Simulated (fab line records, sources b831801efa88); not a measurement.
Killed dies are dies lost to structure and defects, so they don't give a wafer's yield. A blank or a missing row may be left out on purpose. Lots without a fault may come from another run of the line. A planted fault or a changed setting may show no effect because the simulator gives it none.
Chamber matching | flow gf180mcu | GF_V4_CVD_00 on hdpcvd-02: 3 sister chambers
The step deposits SiO2, target thk 600 nm, time 100 s. 6 wafers are shown with their chamber, then 7 later ones without.

WAFERS WITH THEIR CHAMBER
wafer  | chamber | sih4_flow_sccm (sccm)
L990.3 | 1       | 60.19
L995.3 | 0       | 60.07
L995.5 | 2       | 60.14
L995.6 | 1       | 59.87
L100.2 | 2       | 60.04
L100.3 | 0       | 60.11

WAFERS WITHOUT THEIR CHAMBER
wafer  | sih4_flow_sccm (sccm)
L100.6 | 59.89
L107.1 | 59.59
L107.2 | 60.00
L107.3 | 59.97
L109.1 | 60.14
L109.2 | 59.88
L109.4 | 60.35

WHICH CHAMBER EACH WENT THROUGH
wafer  | from the rows above          | in truth
L100.6 | can't be placed: 1 or 0 or 2 | 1
L107.1 | can't be placed: 1 or 0 or 2 | 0
L107.2 | can't be placed: 1 or 0 or 2 | 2
L107.3 | can't be placed: 1 or 0 or 2 | 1
L109.1 | can't be placed: 0 or 2 or 1 | 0
L109.2 | can't be placed: 1 or 0 or 2 | 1
L109.4 | can't be placed: 0 or 2 or 1 | 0
Placed correctly: 0 of 7. Can't be placed from these rows: 7 (the true chamber is among the candidates in 7). Placed wrongly: 0.
How it was worked out, from the rows above alone: a wafer's distance from a chamber is the root of the sum, over the readings, of the square of ((its reading less the chamber's mean) divided by the reading's scatter). The wafer belongs to the nearest chamber; if the next one is less than 2 further off, it can't be placed. A chamber's mean is the mean of its shown wafers. The scatter: the root of (the sum of the squares of (reading less its chamber's mean) over the shown wafers, divided by (wafers less chambers)).
